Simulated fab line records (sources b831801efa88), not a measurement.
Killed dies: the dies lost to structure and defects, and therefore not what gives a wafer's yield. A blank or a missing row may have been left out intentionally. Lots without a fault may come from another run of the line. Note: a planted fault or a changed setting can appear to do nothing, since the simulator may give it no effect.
A single fault, viewed from 2 desks	flow sfq line	only its own numbers are on each desk; what lay behind them is given at the end

== FROM THE METROLOGY DESK ==
What the gauges read, lot by lot, whatever tool the lot ran on: means of the sampled wafers that have a number. Marked OUT: a lot whose mean sits more than 4 standard deviations from the usual mean, which makes it out of limits; the brackets give that distance.
Columns: A = I6_BOW at SFQ_I6_BOW_MEAS_941, usual 7 um; B = M7_NB_RS at SFQ_M7_RS_MEAS_943, usual 0.890 ohm/sq
lot	first seen here	A	B
L501	day 64 16:05	2	0.893
L502	day 65 07:40	7	0.883
L503	day 65 23:16	-3	0.877
L504	day 66 10:05	-2	0.883
L506	day 66 19:41	-7	0.897
L513	day 69 18:17	-5	0.890
L514	day 70 07:59	18	0.882
L515	day 70 11:21	27	1.028 (+20) OUT
L516	day 70 17:22	19	1.019 (+18) OUT
L518	day 72 00:17	13	0.891
L519	day 72 10:53	12	0.895
L521	day 73 18:43	-4	0.888
L522	day 73 20:19	12	0.892
L524	day 74 04:38	23	0.893
Finding of this desk: L515, L516 out of limits, first seen on L515 at day 74 06:39 (M7_NB_RS at SFQ_M7_RS_MEAS_943). In limits: L501, L502, L503, L504, L506, L513, L514, L518, L519, L521, L522, L524.

== TOOL OWNER'S DESK, pvd sputter-06 ==
The tool's own readings at SFQ_TRILAYER_M7_DEP_SPUTTER_175 (material Nb, target thk 200 nm, time 133.3 s): means of the sampled wafers that have a number, for each lot that ran on this tool. Marked OUT: a lot whose mean sits more than 4 standard deviations from the usual mean, which makes it out of limits; the brackets give that distance.
Columns: A = throttle valve pct at SFQ_TRILAYER_M7_DEP_SPUTTER_175, usual 30.5 %
lot	first seen here	A
L515	day 74 06:32	30.3
L516	day 74 11:20	31.0
Result from this desk: across the 2 lots, nothing is out of limits.

== BROUGHT TOGETHER ==
Metrology desk: alarm possible at day 74 06:39 on L515, L516.
The tool owner's desk saw nothing out of limits.
The tool owner's desk has L515, L516 on record, within its limits.
Every lot named ran SFQ_TRILAYER_M7_DEP_SPUTTER_175 on pvd sputter-06.

== WHAT THE SIMULATOR PUT IN ==
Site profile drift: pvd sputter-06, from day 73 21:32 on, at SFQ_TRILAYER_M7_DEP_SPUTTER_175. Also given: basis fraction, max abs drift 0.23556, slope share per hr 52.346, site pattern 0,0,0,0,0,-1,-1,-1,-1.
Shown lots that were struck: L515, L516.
Per desk, hours elapsed from the start of the fault to the first reading out of limits: for the metrology desk, 9.
